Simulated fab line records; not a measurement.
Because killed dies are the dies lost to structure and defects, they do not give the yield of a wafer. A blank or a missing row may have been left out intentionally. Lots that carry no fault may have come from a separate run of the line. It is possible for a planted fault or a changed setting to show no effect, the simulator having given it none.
fab line records :: flow gf180mcu
[record]
  lots = 5
  wafers = 15
  last-day = 33
route steps=602 shown STI@20 DNWELL@32
lots untouched by any fault: they come from a run of this same line in which no faults occurred
start-h: hours from the record's first day to the start of the lot's first wafer shown :: wait-h: hours from the lot's prior step to this one :: " unchanged from the row above :: L1.1+2: several wafers, shown together as one row :: - value missing, or start not given :: * or withheld: withheld :: < > ~ a bound
route shown NAME@n: names a module that has steps shown in the file, with the first one's number in the route :: usual: average and standard deviation across the fault-free wafers :: same: alike in all rows :: chamber/n: place in a boat :: sites: each site's reading :: _std_site: their standard deviation :: _edge_site: inner sites' mean taken away from outer sites' mean :: radius-mm: for every site, how far away it sits from the centre of the wafer :: mask NAME#n: copy n :: behind: the tool/chamber that last shaped the wafer :: hold: why the lot went on hold/how many hours it stayed there/how the hold came to an end :: device: whichever transistor did not switch (one of n, p or np) :: end of line: the route-end tests of the same wafers :: a step with no rows: only its recipe :: killed: dies lost to structure and defects at the first sort, not the wafer's yield :: map: the dies of a wafer, with x for killed, . for not killed, _ for no die there
set.NAME: the setting that was run; set.NAME@STEP: the one run at that earlier step :: model.NAME: the simulator's own value behind a step, which no gauge read
certain route steps with their lots: each step a table, each wafer a row
services: a tool's chamber out of use, with start hour (start-h, from the record's first day; less than 0 if before it), hours out, and reason
[[steps]]
[step GF_STI_CLEAN_19]
[recipe]
  chemistry = dHF
  time-s = 20
  dilution = 100:1
lot.wafer: L074.3+4+6
tool: wet-bench-01
chamber: 3
start-h: 27.51
wait-h: 0.0

lot.wafer: L086.2+3+5
tool: wet-bench-04
chamber: 2
start-h: 87.79
wait-h: 0.0

lot.wafer: L087.2+3+5
tool: wet-bench-01
chamber: 3
start-h: 91.83
wait-h: 0.0

lot.wafer: L090.1+5+6
tool: wet-bench-03
chamber: 0
start-h: 109.37
wait-h: 0.0

lot.wafer: L093.2+4+5
tool: wet-bench-03
chamber: 1
start-h: 124.51
wait-h: 0.0
[step GF_STI_WET_ETCH_20]
[recipe]
  chemistry = dHF
  dilution = 100:1
  target-depth-nm = 20
  temp-c = 25
  dry = ipa-marangoni
  target = SiO2
  time-s = 400
lot.wafer: L074.3+4+6
tool: wet-bench-04
chamber: 3
start-h: 27.52
wait-h: 0.0

lot.wafer: L086.2+3+5
tool: wet-bench-04
chamber: 0
start-h: 87.81
wait-h: 0.0

lot.wafer: L087.2+3+5
tool: wet-bench-03
chamber: 3
start-h: 91.85
wait-h: 0.0

lot.wafer: L090.1+5+6
tool: wet-bench-04
chamber: 0
start-h: 109.39
wait-h: 0.0

lot.wafer: L093.2+4+5
tool: wet-bench-03
chamber: 0
start-h: 124.52
wait-h: 0.0
[step GF_STI_OXIDATION_21]
[recipe]
  temp-c = 1000
  ambient = O2
  stabilise-s = 600
  purge-s = 300
  target-thk-a = 150
  ox-time-s = 458
[usual]
  zone-power-top-pct = 38.9/1.9
lot.wafer: L074.3
tool: furnace-02
chamber: 0
start-h: 31.06
wait-h: 3.4
zone-power-top-pct: 41.5

lot.wafer: L074.4
tool: furnace-02
chamber: 0
start-h: 31.06
wait-h: 3.4
zone-power-top-pct: 40.1

lot.wafer: L074.6
tool: furnace-02
chamber: 0
start-h: 31.06
wait-h: 3.4
zone-power-top-pct: 40.5

lot.wafer: L086.2
tool: furnace-02
chamber: 0
start-h: 87.93
wait-h: 0.0
zone-power-top-pct: 40.1

lot.wafer: L086.3
tool: furnace-02
chamber: 0
start-h: 87.93
wait-h: 0.0
zone-power-top-pct: 40.1

lot.wafer: L086.5
tool: furnace-02
chamber: 0
start-h: 87.93
wait-h: 0.0
zone-power-top-pct: 40.0

lot.wafer: L087.2
tool: furnace-01
chamber: 0
start-h: 91.98
wait-h: 0.0
zone-power-top-pct: 35.6

lot.wafer: L087.3
tool: furnace-01
chamber: 0
start-h: 91.98
wait-h: 0.0
zone-power-top-pct: 36.3

lot.wafer: L087.5
tool: furnace-01
chamber: 0
start-h: 91.98
wait-h: 0.0
zone-power-top-pct: 36.7

lot.wafer: L090.1
tool: furnace-02
chamber: 0
start-h: 109.52
wait-h: 0.0
zone-power-top-pct: 40.7

lot.wafer: L090.5
tool: furnace-02
chamber: 0
start-h: 109.52
wait-h: 0.0
zone-power-top-pct: 40.0

lot.wafer: L090.6
tool: furnace-02
chamber: 0
start-h: 109.52
wait-h: 0.0
zone-power-top-pct: 40.1

lot.wafer: L093.2
tool: furnace-02
chamber: 0
start-h: 124.67
wait-h: 0.0
zone-power-top-pct: 40.2

lot.wafer: L093.4
tool: furnace-02
chamber: 0
start-h: 124.67
wait-h: 0.0
zone-power-top-pct: 40.5

lot.wafer: L093.5
tool: furnace-02
chamber: 0
start-h: 124.67
wait-h: 0.0
zone-power-top-pct: 39.8
[step GF_STI_THK_MEAS_22]
[recipe]
  reads = SiO2_of_STI_OXIDATION_21
[usual]
  STI_OXIDATION_01_THK = 15.1/0.33
lot.wafer: L074.3
tool: film-metro-04
chamber: -
start-h: 32.20
wait-h: 0.0
STI_OXIDATION_01_THK[nm]: 15.0

lot.wafer: L074.4
tool: film-metro-04
chamber: -
start-h: 32.20
wait-h: 0.0
STI_OXIDATION_01_THK[nm]: 14.9

lot.wafer: L074.6
tool: film-metro-04
chamber: -
start-h: 32.20
wait-h: 0.0
STI_OXIDATION_01_THK[nm]: 15.1

lot.wafer: L086.2
tool: film-metro-01
chamber: -
start-h: 89.06
wait-h: 0.0
STI_OXIDATION_01_THK[nm]: 14.6

lot.wafer: L086.3
tool: film-metro-01
chamber: -
start-h: 89.06
wait-h: 0.0
STI_OXIDATION_01_THK[nm]: 14.9

lot.wafer: L086.5
tool: film-metro-01
chamber: -
start-h: 89.06
wait-h: 0.0
STI_OXIDATION_01_THK[nm]: 15.2

lot.wafer: L087.2
tool: film-metro-04
chamber: -
start-h: 93.11
wait-h: 0.0
STI_OXIDATION_01_THK[nm]: 15.9

lot.wafer: L087.3
tool: film-metro-04
chamber: -
start-h: 93.11
wait-h: 0.0
STI_OXIDATION_01_THK[nm]: 15.4

lot.wafer: L087.5
tool: film-metro-04
chamber: -
start-h: 93.11
wait-h: 0.0
STI_OXIDATION_01_THK[nm]: 15.4

lot.wafer: L090.1
tool: film-metro-01
chamber: -
start-h: 110.65
wait-h: 0.0
STI_OXIDATION_01_THK[nm]: 15.0

lot.wafer: L090.5
tool: film-metro-01
chamber: -
start-h: 110.65
wait-h: 0.0
STI_OXIDATION_01_THK[nm]: 15.3

lot.wafer: L090.6
tool: film-metro-01
chamber: -
start-h: 110.65
wait-h: 0.0
STI_OXIDATION_01_THK[nm]: 15.3

lot.wafer: L093.2
tool: film-metro-01
chamber: -
start-h: 125.80
wait-h: 0.0
STI_OXIDATION_01_THK[nm]: 14.8

lot.wafer: L093.4
tool: film-metro-01
chamber: -
start-h: 125.80
wait-h: 0.0
STI_OXIDATION_01_THK[nm]: 14.7

lot.wafer: L093.5
tool: film-metro-01
chamber: -
start-h: 125.80
wait-h: 0.0
STI_OXIDATION_01_THK[nm]: 14.7
[step GF_STI_CVD_23]
[recipe]
  material = SiO2
  target-thk-nm = 650
  sigma-open-frac = 0.3
  time-s = 108.3
  temp-c = 600
  sih4-flow-sccm = 60
  pressure-mtorr = 6
lot.wafer: L074.3+4+6
tool: hdpcvd-01
chamber: 0,1,2
start-h: 32.24
wait-h: 0.0

lot.wafer: L086.2+3+5
tool: hdpcvd-01
chamber: 1,0,1
start-h: 89.11
wait-h: 0.0

lot.wafer: L087.2+3+5
tool: hdpcvd-01
chamber: 0,1,1
start-h: 93.16
wait-h: 0.0

lot.wafer: L090.1+5+6
tool: hdpcvd-01
chamber: 2,0,2
start-h: 110.71
wait-h: 0.1

lot.wafer: L093.2+4+5
tool: hdpcvd-02
chamber: 0,1,2
start-h: 125.85
wait-h: 0.0
[step GF_STI_THK_MEAS_24]
[recipe]
  reads = SiO2_of_STI_CVD_23
[usual]
  STI_CVD_23_THK = 647/7.1
lot.wafer: L074.3
tool: film-metro-02
chamber: -
start-h: 32.34
wait-h: 0.1
STI_CVD_23_THK[nm]: 639

lot.wafer: L074.4
tool: film-metro-02
chamber: -
start-h: 32.34
wait-h: 0.1
STI_CVD_23_THK[nm]: 649

lot.wafer: L074.6
tool: film-metro-02
chamber: -
start-h: 32.34
wait-h: 0.1
STI_CVD_23_THK[nm]: 637

lot.wafer: L086.2
tool: film-metro-02
chamber: -
start-h: 89.20
wait-h: 0.0
STI_CVD_23_THK[nm]: 652

lot.wafer: L086.3
tool: film-metro-02
chamber: -
start-h: 89.20
wait-h: 0.0
STI_CVD_23_THK[nm]: 645

lot.wafer: L086.5
tool: film-metro-02
chamber: -
start-h: 89.20
wait-h: 0.0
STI_CVD_23_THK[nm]: 648

lot.wafer: L087.2
tool: film-metro-02
chamber: -
start-h: 93.25
wait-h: 0.0
STI_CVD_23_THK[nm]: 645

lot.wafer: L087.3
tool: film-metro-02
chamber: -
start-h: 93.25
wait-h: 0.0
STI_CVD_23_THK[nm]: 648

lot.wafer: L087.5
tool: film-metro-02
chamber: -
start-h: 93.25
wait-h: 0.0
STI_CVD_23_THK[nm]: 649

lot.wafer: L090.1
tool: film-metro-02
chamber: -
start-h: 110.78
wait-h: 0.0
STI_CVD_23_THK[nm]: 645

lot.wafer: L090.5
tool: film-metro-02
chamber: -
start-h: 110.78
wait-h: 0.0
STI_CVD_23_THK[nm]: 645

lot.wafer: L090.6
tool: film-metro-02
chamber: -
start-h: 110.78
wait-h: 0.0
STI_CVD_23_THK[nm]: 639

lot.wafer: L093.2
tool: film-metro-04
chamber: -
start-h: 125.94
wait-h: 0.0
STI_CVD_23_THK[nm]: 656

lot.wafer: L093.4
tool: film-metro-04
chamber: -
start-h: 125.94
wait-h: 0.0
STI_CVD_23_THK[nm]: 653

lot.wafer: L093.5
tool: film-metro-04
chamber: -
start-h: 125.94
wait-h: 0.0
STI_CVD_23_THK[nm]: 651
[step GF_STI_CMP_25]
[recipe]
  stop-on = Si3N4
  t-overpolish-s = 33
  down-force-psi = 4
  platen-rpm = 60
  target-thk-nm = 524.6
  pad-velocity-m-s = 0.94248
[usual]
  motor-current-A = 12.6/1.9
  overpolish-run-s = 33.000/0.009
  slurry-filter-dp-kPa = 13.50/0.14
  time-to-endpoint-s = 121/6.2
lot.wafer: L074.4
tool: cmp-02
chamber: 2
start-h: 32.43
wait-h: 0.1
motor-current-A: 13.4
overpolish-run-s: 32.993
slurry-filter-dp-kPa: 13.37
time-to-endpoint-s: 123

lot.wafer: L074.3
tool: cmp-02
chamber: 3
start-h: 32.43
wait-h: 0.1
motor-current-A: 10.2
overpolish-run-s: 33.013
slurry-filter-dp-kPa: 13.66
time-to-endpoint-s: 114

lot.wafer: L074.6
tool: cmp-02
chamber: 1
start-h: 32.43
wait-h: 0.1
motor-current-A: 14.5
overpolish-run-s: 33.005
slurry-filter-dp-kPa: 13.32
time-to-endpoint-s: 118

lot.wafer: L086.2
tool: cmp-02
chamber: 3
start-h: 89.35
wait-h: 0.1
motor-current-A: 10.5
overpolish-run-s: 33.013
slurry-filter-dp-kPa: 13.60
time-to-endpoint-s: 108

lot.wafer: L086.3
tool: cmp-02
chamber: 0
start-h: 89.35
wait-h: 0.1
motor-current-A: 9.0
overpolish-run-s: 33.012
slurry-filter-dp-kPa: 13.37
time-to-endpoint-s: 117

lot.wafer: L086.5
tool: cmp-02
chamber: 1
start-h: 89.35
wait-h: 0.1
motor-current-A: 13.5
overpolish-run-s: 33.010
slurry-filter-dp-kPa: 13.79
time-to-endpoint-s: 116

lot.wafer: L087.3
tool: cmp-01
chamber: 0
start-h: 93.30
wait-h: 0.0
motor-current-A: 13.5
overpolish-run-s: 33.010
slurry-filter-dp-kPa: 13.52
time-to-endpoint-s: 124

lot.wafer: L087.2
tool: cmp-01
chamber: 3
start-h: 93.30
wait-h: 0.0
motor-current-A: 12.6
overpolish-run-s: 32.997
slurry-filter-dp-kPa: 13.54
time-to-endpoint-s: 120

lot.wafer: L087.5
tool: cmp-01
chamber: 0
start-h: 93.30
wait-h: 0.0
motor-current-A: 13.1
overpolish-run-s: 33.011
slurry-filter-dp-kPa: 13.62
time-to-endpoint-s: 120

lot.wafer: L090.1
tool: cmp-02
chamber: 3
start-h: 110.99
wait-h: 0.2
motor-current-A: 10.7
overpolish-run-s: 32.996
slurry-filter-dp-kPa: 13.69
time-to-endpoint-s: 110

lot.wafer: L090.5
tool: cmp-02
chamber: 0
start-h: 110.99
wait-h: 0.2
motor-current-A: 10.0
overpolish-run-s: 32.999
slurry-filter-dp-kPa: 13.47
time-to-endpoint-s: 113

lot.wafer: L090.6
tool: cmp-02
chamber: 1
start-h: 110.99
wait-h: 0.2
motor-current-A: 14.0
overpolish-run-s: 32.993
slurry-filter-dp-kPa: 13.31
time-to-endpoint-s: 111

lot.wafer: L093.4
tool: cmp-02
chamber: 3
start-h: 126.09
wait-h: 0.1
motor-current-A: 10.3
overpolish-run-s: 32.986
slurry-filter-dp-kPa: 13.66
time-to-endpoint-s: 112

lot.wafer: L093.2
tool: cmp-02
chamber: 0
start-h: 126.09
wait-h: 0.1
motor-current-A: 9.2
overpolish-run-s: 33.005
slurry-filter-dp-kPa: 13.69
time-to-endpoint-s: 117

lot.wafer: L093.5
tool: cmp-02
chamber: 1
start-h: 126.09
wait-h: 0.1
motor-current-A: 14.0
overpolish-run-s: 33.010
slurry-filter-dp-kPa: 13.59
time-to-endpoint-s: 117
[step GF_STI_WET_ETCH_26]
[recipe]
  chemistry = dHF
  target-depth-nm = 94
  target = SiO2
  temp-c = 25
  dilution = 10:1
  time-s = 188
lot.wafer: L074.3+4+6
tool: wet-bench-04
chamber: 3
start-h: 32.68
wait-h: 0.1

lot.wafer: L086.2+3+5
tool: wet-bench-03
chamber: 2
start-h: 89.55
wait-h: 0.1

lot.wafer: L087.2+3+5
tool: wet-bench-01
chamber: 2
start-h: 93.60
wait-h: 0.1

lot.wafer: L090.1+5+6
tool: wet-bench-03
chamber: 2
start-h: 111.14
wait-h: 0.1

lot.wafer: L093.2+4+5
tool: wet-bench-03
chamber: 3
start-h: 126.29
wait-h: 0.1
[step GF_STI_WET_ETCH_27]
[recipe]
  chemistry = H3PO4
  target-depth-nm = 160
  target = Si3N4
  temp-c = 160
  time-s = 1825
lot.wafer: L074.3+4+6
tool: wet-bench-03
chamber: 2
start-h: 32.74
wait-h: 0.0

lot.wafer: L086.2+3+5
tool: wet-bench-03
chamber: 0
start-h: 89.62
wait-h: 0.0

lot.wafer: L087.2+3+5
tool: wet-bench-01
chamber: 0
start-h: 93.66
wait-h: 0.0

lot.wafer: L090.1+5+6
tool: wet-bench-01
chamber: 2
start-h: 111.21
wait-h: 0.0

lot.wafer: L093.2+4+5
tool: wet-bench-04
chamber: 0
start-h: 126.36
wait-h: 0.0
[step GF_STI_WET_ETCH_28]
[recipe]
  chemistry = dHF
  target-depth-nm = 20
  dry = ipa-marangoni
  target = SiO2
  temp-c = 25
  dilution = 10:1
  time-s = 40
lot.wafer: L074.3+4+6
tool: wet-bench-04
chamber: 0
start-h: 33.30
wait-h: 0.0

lot.wafer: L086.2+3+5
tool: wet-bench-01
chamber: 3
start-h: 90.18
wait-h: 0.0

lot.wafer: L087.2+3+5
tool: wet-bench-03
chamber: 3
start-h: 94.18
wait-h: 0.0

lot.wafer: L090.1+5+6
tool: wet-bench-04
chamber: 3
start-h: 111.77
wait-h: 0.0

lot.wafer: L093.2+4+5
tool: wet-bench-03
chamber: 1
start-h: 126.88
wait-h: 0.0
[step GF_STI_OXIDATION_29]
[recipe]
  temp-c = 900
  ambient = O2
  stabilise-s = 600
  purge-s = 300
  target-thk-a = 100
  ox-time-s = 1418
[usual]
  zone-power-top-pct = 32.2/1.7
lot.wafer: L074.3
tool: furnace-02
chamber: 0
start-h: 33.63
wait-h: 0.3
zone-power-top-pct: 33.1

lot.wafer: L074.4
tool: furnace-02
chamber: 0
start-h: 33.63
wait-h: 0.3
zone-power-top-pct: 33.8

lot.wafer: L074.6
tool: furnace-02
chamber: 0
start-h: 33.63
wait-h: 0.3
zone-power-top-pct: 33.5

lot.wafer: L086.2
tool: furnace-02
chamber: 0
start-h: 90.66
wait-h: 0.5
zone-power-top-pct: 33.6

lot.wafer: L086.3
tool: furnace-02
chamber: 0
start-h: 90.66
wait-h: 0.5
zone-power-top-pct: 32.7

lot.wafer: L086.5
tool: furnace-02
chamber: 0
start-h: 90.66
wait-h: 0.5
zone-power-top-pct: 33.7

lot.wafer: L087.2
tool: furnace-01
chamber: 0
start-h: 94.20
wait-h: 0.0
zone-power-top-pct: 30.6

lot.wafer: L087.3
tool: furnace-01
chamber: 0
start-h: 94.20
wait-h: 0.0
zone-power-top-pct: 30.8

lot.wafer: L087.5
tool: furnace-01
chamber: 0
start-h: 94.20
wait-h: 0.0
zone-power-top-pct: 30.3

lot.wafer: L090.1
tool: furnace-02
chamber: 0
start-h: 111.90
wait-h: 0.1
zone-power-top-pct: 33.3

lot.wafer: L090.5
tool: furnace-02
chamber: 0
start-h: 111.90
wait-h: 0.1
zone-power-top-pct: 33.6

lot.wafer: L090.6
tool: furnace-02
chamber: 0
start-h: 111.90
wait-h: 0.1
zone-power-top-pct: 33.3

lot.wafer: L093.2
tool: furnace-02
chamber: 0
start-h: 126.90
wait-h: 0.0
zone-power-top-pct: 33.1

lot.wafer: L093.4
tool: furnace-02
chamber: 0
start-h: 126.90
wait-h: 0.0
zone-power-top-pct: 34.3

lot.wafer: L093.5
tool: furnace-02
chamber: 0
start-h: 126.90
wait-h: 0.0
zone-power-top-pct: 33.5
[step GF_STI_THK_MEAS_30]
[recipe]
  reads = SiO2_of_STI_OXIDATION_29
[usual]
  STI_OXIDATION_02_THK = 10.10/0.15
lot.wafer: L074.3
tool: film-metro-02
chamber: -
start-h: 35.04
wait-h: 0.0
STI_OXIDATION_02_THK[nm]: 10.03

lot.wafer: L074.4
tool: film-metro-02
chamber: -
start-h: 35.04
wait-h: 0.0
STI_OXIDATION_02_THK[nm]: 10.11

lot.wafer: L074.6
tool: film-metro-02
chamber: -
start-h: 35.04
wait-h: 0.0
STI_OXIDATION_02_THK[nm]: 10.02

lot.wafer: L086.2
tool: film-metro-02
chamber: -
start-h: 92.06
wait-h: 0.0
STI_OXIDATION_02_THK[nm]: 9.98

lot.wafer: L086.3
tool: film-metro-02
chamber: -
start-h: 92.06
wait-h: 0.0
STI_OXIDATION_02_THK[nm]: 10.08

lot.wafer: L086.5
tool: film-metro-02
chamber: -
start-h: 92.06
wait-h: 0.0
STI_OXIDATION_02_THK[nm]: 10.11

lot.wafer: L087.2
tool: film-metro-01
chamber: -
start-h: 95.60
wait-h: 0.0
STI_OXIDATION_02_THK[nm]: 10.05

lot.wafer: L087.3
tool: film-metro-01
chamber: -
start-h: 95.60
wait-h: 0.0
STI_OXIDATION_02_THK[nm]: 10.09

lot.wafer: L087.5
tool: film-metro-01
chamber: -
start-h: 95.60
wait-h: 0.0
STI_OXIDATION_02_THK[nm]: 10.08

lot.wafer: L090.1
tool: film-metro-02
chamber: -
start-h: 113.29
wait-h: 0.0
STI_OXIDATION_02_THK[nm]: 9.77

lot.wafer: L090.5
tool: film-metro-02
chamber: -
start-h: 113.29
wait-h: 0.0
STI_OXIDATION_02_THK[nm]: 9.88

lot.wafer: L090.6
tool: film-metro-02
chamber: -
start-h: 113.29
wait-h: 0.0
STI_OXIDATION_02_THK[nm]: 9.96

lot.wafer: L093.2
tool: film-metro-02
chamber: -
start-h: 128.30
wait-h: 0.0
STI_OXIDATION_02_THK[nm]: 10.36

lot.wafer: L093.4
tool: film-metro-02
chamber: -
start-h: 128.30
wait-h: 0.0
STI_OXIDATION_02_THK[nm]: 10.17

lot.wafer: L093.5
tool: film-metro-02
chamber: -
start-h: 128.30
wait-h: 0.0
STI_OXIDATION_02_THK[nm]: 10.07
[step GF_DNWELL_DEHYDRATE_00]
[recipe]
  temp-c = 200
  time-s = 60
[usual]
  resist-line-temp-C = 23.00/0.11
lot.wafer: L074.3
tool: litho-track-01
chamber: 0
start-h: 40.39
wait-h: 5.3
resist-line-temp-C: 22.85

lot.wafer: L074.4
tool: litho-track-01
chamber: 0
start-h: 40.39
wait-h: 5.3
resist-line-temp-C: 23.04

lot.wafer: L074.6
tool: litho-track-01
chamber: 0
start-h: 40.39
wait-h: 5.3
resist-line-temp-C: 23.05

lot.wafer: L086.2
tool: litho-track-01
chamber: 0
start-h: 98.52
wait-h: 6.4
resist-line-temp-C: 22.98

lot.wafer: L086.3
tool: litho-track-01
chamber: 0
start-h: 98.52
wait-h: 6.4
resist-line-temp-C: 22.94

lot.wafer: L086.5
tool: litho-track-01
chamber: 0
start-h: 98.52
wait-h: 6.4
resist-line-temp-C: 22.81

lot.wafer: L087.2
tool: litho-track-01
chamber: 0
start-h: 101.97
wait-h: 6.4
resist-line-temp-C: 23.01

lot.wafer: L087.3
tool: litho-track-01
chamber: 0
start-h: 101.97
wait-h: 6.4
resist-line-temp-C: 23.05

lot.wafer: L087.5
tool: litho-track-01
chamber: 0
start-h: 101.97
wait-h: 6.4
resist-line-temp-C: 23.22

lot.wafer: L090.1
tool: litho-track-02
chamber: 0
start-h: 119.95
wait-h: 6.7
resist-line-temp-C: 23.14

lot.wafer: L090.5
tool: litho-track-02
chamber: 0
start-h: 119.95
wait-h: 6.7
resist-line-temp-C: 23.27

lot.wafer: L090.6
tool: litho-track-02
chamber: 0
start-h: 119.95
wait-h: 6.7
resist-line-temp-C: 23.22

lot.wafer: L093.2
tool: litho-track-02
chamber: 0
start-h: 135.03
wait-h: 6.7
resist-line-temp-C: 22.99

lot.wafer: L093.4
tool: litho-track-02
chamber: 0
start-h: 135.03
wait-h: 6.7
resist-line-temp-C: 22.87

lot.wafer: L093.5
tool: litho-track-02
chamber: 0
start-h: 135.03
wait-h: 6.7
resist-line-temp-C: 23.08
[[services]]
tool: cmp-01
chamber: -
start-h: 13.75
hours: 1.4
kind: repair

tool: hdpcvd-02
chamber: 1
start-h: 39.60
hours: 16.1
kind: repair

tool: hdpcvd-02
chamber: -
start-h: 41.82
hours: 1.6
kind: repair

tool: furnace-01
chamber: -
start-h: 48.39
hours: 3.0
kind: pm

tool: cmp-02
chamber: -
start-h: 64.00
hours: 4.0
kind: pm

tool: cmp-02
chamber: -
start-h: 68.00
hours: -
kind: consumable-replace:conditioner

tool: cmp-02
chamber: -
start-h: 68.00
hours: -
kind: consumable-replace:pad

tool: hdpcvd-02
chamber: 0
start-h: 89.59
hours: 24.2
kind: repair

tool: cmp-01
chamber: -
start-h: 102.97
hours: 1.4
kind: repair

tool: furnace-02
chamber: -
start-h: 118.80
hours: 2.9
kind: pm

tool: wet-bench-01
chamber: -
start-h: 125.84
hours: 1.9
kind: pm

tool: furnace-02
chamber: -
start-h: 129.56
hours: 3.0
kind: pm
[[key]]
fault none
